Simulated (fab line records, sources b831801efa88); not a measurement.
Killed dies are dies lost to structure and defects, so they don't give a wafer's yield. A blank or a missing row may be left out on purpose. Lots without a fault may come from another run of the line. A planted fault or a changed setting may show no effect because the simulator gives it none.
Which tool did it? | flow sky130 | 13 lots, 39 wafers sampled, at 6 steps of a route of 708

WHAT THE GAUGES READ, wafer by wafer
SKY_VT_ADJUST_HVTR_TW_MEAS_11. Usual: VT_ADJUST_HVTR_TW 211.0, standard deviation 2.9.
lot  | measured     | on            | VT_ADJUST_HVTR_TW | flag
L416 | day 9 19:39  | film_metro-04 | 207.7 209.2 208.6 |
L419 | day 11 04:11 | film_metro-04 | 209.2 207.7 207.8 |
L420 | day 11 10:20 | film_metro-04 | 207.8 208.2 208.0 |
L421 | day 11 20:56 | film_metro-02 | 208.5 210.1 209.4 |
L422 | day 12 02:03 | film_metro-03 | 215.0 213.7 214.8 |
L424 | day 12 13:46 | film_metro-04 | 209.3 208.4 209.0 |
L431 | day 14 13:29 | film_metro-03 | 215.0 214.9 215.2 |
L432 | day 14 18:08 | film_metro-04 | 208.6 208.6 208.1 |
L433 | day 15 05:39 | film_metro-04 | 208.7 207.9 208.7 |
L434 | day 15 18:38 | film_metro-04 | 208.5 208.3 210.2 |
L435 | day 15 20:09 | film_metro-03 | 213.1 214.5 214.0 |
L436 | day 15 22:15 | film_metro-02 | 211.4 211.3 211.5 |
L437 | day 16 12:21 | film_metro-02 | 210.4 209.8 209.4 |

SKY_SONOS_ONO_CD_MEAS_13: target cd 410 nm. Usual: cd_nm 409.2 nm, standard deviation 2.3.
lot  | measured     | on        | cd_nm (nm)        | flag
L416 | day 12 23:34 | cd_sem-02 | 407.2 409.0 409.1 |
L419 | day 14 11:26 | cd_sem-01 | 409.2 409.8 409.9 |
L420 | day 14 15:14 | cd_sem-01 | 409.3 407.2 407.4 |
L421 | day 15 22:26 | cd_sem-02 | 411.3 410.9 410.7 |
L422 | day 15 22:12 | cd_sem-01 | 410.3 408.5 408.9 |
L424 | day 16 01:40 | cd_sem-01 | 410.5 410.2 412.3 |
L431 | day 18 09:26 | cd_sem-02 | 412.7 411.2 411.4 |
L432 | day 18 13:51 | cd_sem-01 | 408.1 407.0 408.4 |
L433 | day 19 02:09 | cd_sem-01 | 408.9 407.0 409.4 |
L434 | day 19 15:35 | cd_sem-02 | 406.3 407.5 406.0 |
L435 | day 19 18:57 | cd_sem-02 | 406.5 411.5 411.6 |
L436 | day 20 00:28 | cd_sem-01 | 414.1 412.9 413.9 |
L437 | day 20 11:57 | cd_sem-02 | 407.8 411.1 409.0 |

SKY_LDD_N_OVL_MEAS_07. Usual: LDD_N_OVL 0.3 nm, standard deviation 1.4.
lot  | measured     | on         | LDD_N_OVL (nm) | flag
L416 | day 17 23:38 | overlay-02 | 1.7 0.5 0.0    |
L419 | day 19 21:32 | overlay-01 | 0.9 0.8 0.8    |
L420 | day 19 23:59 | overlay-02 | 0.2 0.2 3.6    |
L421 | day 21 11:08 | overlay-01 | -1.1 1.3 -0.5  |
L422 | day 21 09:56 | overlay-01 | 0.0 -0.2 -0.7  |
L424 | day 21 16:24 | overlay-02 | -0.5 -0.6 -0.6 |
L431 | day 23 21:35 | overlay-01 | -3.2 -3.8 -1.2 |
L432 | day 24 01:59 | overlay-02 | 1.3 0.2 0.3    |
L433 | day 24 15:05 | overlay-02 | -0.7 1.3 2.5   |
L434 | day 25 00:29 | overlay-02 | -0.2 -0.6 0.9  |
L435 | day 25 02:44 | overlay-01 | -1.4 -0.2 -1.0 |
L436 | day 25 09:29 | overlay-02 | 1.0 1.5 1.2    |
L437 | day 25 22:47 | overlay-01 | 2.5 1.0 3.2    |

SKY_LDD_HVN_OVL_MEAS_07. Usual: LDD_HVN_OVL 1.1 nm, standard deviation 1.4.
lot  | measured     | on         | LDD_HVN_OVL (nm) | flag
L416 | day 20 13:11 | overlay-02 | 1.1 2.8 1.5      |
L419 | day 22 10:50 | overlay-01 | 2.3 2.1 1.1      |
L420 | day 22 14:47 | overlay-02 | 1.0 1.2 0.9      |
L421 | day 24 05:17 | overlay-02 | - - -            | OFF
L422 | day 23 22:26 | overlay-01 | -0.3 -2.6 1.0    |
L424 | day 24 05:50 | overlay-02 | -0.4 -1.3 2.9    |
L431 | day 26 09:29 | overlay-01 | 1.6 2.9 0.8      |
L432 | day 26 13:17 | overlay-01 | -0.6 -2.0 0.1    |
L433 | day 27 03:14 | overlay-01 | 4.1 1.8 2.7      |
L434 | day 27 11:47 | overlay-01 | 2.7 2.1 0.5      |
L435 | day 27 13:53 | overlay-01 | 0.7 1.2 2.4      |
L436 | day 27 19:44 | overlay-02 | 2.3 0.5 2.1      |
L437 | day 28 09:08 | overlay-01 | -0.2 -0.8 -0.4   |

SKY_LDD_HVN_TW_MEAS_10. Usual: LDD_HVN_TW 1428, standard deviation 8.4.
lot  | measured     | on            | LDD_HVN_TW     | flag
L416 | day 20 13:29 | film_metro-04 | 1420 1419 1420 |
L419 | day 22 11:07 | film_metro-04 | 1426 1424 1420 |
L420 | day 22 15:04 | film_metro-02 | 1432 1423 1432 |
L421 | day 24 05:34 | film_metro-02 | 30 30 30       | OFF
L422 | day 23 22:44 | film_metro-02 | 1441 1439 1442 |
L424 | day 24 06:08 | film_metro-04 | 1406 1411 1413 |
L431 | day 26 09:47 | film_metro-02 | 1422 1437 1433 |
L432 | day 26 13:34 | film_metro-04 | 1430 1430 1427 |
L433 | day 27 03:32 | film_metro-02 | 1440 1439 1435 |
L434 | day 27 12:04 | film_metro-01 | 1440 1440 1432 |
L435 | day 27 14:11 | film_metro-04 | 1424 1429 1430 |
L436 | day 27 20:02 | film_metro-01 | 1432 1440 1439 |
L437 | day 28 09:26 | film_metro-01 | 1428 1433 1430 |

WHICH TOOL RAN EACH LOT (tool, then ch and the chambers of the sampled wafers, then the start)
lot  | SKY_LDD_HVN_EXPOSE_04
L416 | iline_stepper-02 ch 0, day 19 22:45
L419 | iline_stepper-01 ch 0, day 21 19:59
L420 | iline_stepper-02 ch 0, day 21 23:40
L421 | iline_stepper-02 ch 0, day 23 14:13
L422 | iline_stepper-01 ch 0, day 23 07:47
L424 | iline_stepper-02 ch 0, day 23 14:51
L431 | iline_stepper-02 ch 0, day 25 19:34
L432 | iline_stepper-01 ch 0, day 25 23:31
L433 | iline_stepper-02 ch 0, day 26 12:50
L434 | iline_stepper-02 ch 0, day 26 21:17
L435 | iline_stepper-02 ch 0, day 26 23:52
L436 | iline_stepper-01 ch 0, day 27 06:08
L437 | iline_stepper-02 ch 0, day 27 19:32
- SKY_LDD_HVN_EXPOSE_04: exposes mask HVNTM, target cd 700 nm.

WHAT THE TOOLS THEMSELVES READ (means of the sampled wafers that have a number; where no wafer has one, the mark that the record gives instead)
The record holds no such reading with a usual standard deviation.

THE ANSWER, worked out from the rows above alone
Rule: a lot is off if the mean of its wafers that have a number lies more than 3 standard deviations from the usual mean. A lot without any number at a reading at which 4 lots or more have one is off too. The other lots that the step has rows for count as sound. The gauges are gone through in route order, then the tools' own readings, and for those a lot's mean is taken as printed above. The first step at which some lot is off is used, and at that step the reading that is off furthest; a lot without a number counts as furthest.
Off: L421, at SKY_LDD_HVN_OVL_MEAS_07 (LDD_HVN_OVL). Without a number there: L421.
A tool fits if, at a process step before that reading, it ran every lot that is off, and no sound lot after the first of them. The gauges at SKY_LDD_HVN_OVL_MEAS_07 aren't tried: what is off there is off at SKY_LDD_HVN_TW_MEAS_10 too, on other tools, and a gauge's error can't cause that. None of those tried fits.

WHAT THE SIMULATOR HAD PUT IN
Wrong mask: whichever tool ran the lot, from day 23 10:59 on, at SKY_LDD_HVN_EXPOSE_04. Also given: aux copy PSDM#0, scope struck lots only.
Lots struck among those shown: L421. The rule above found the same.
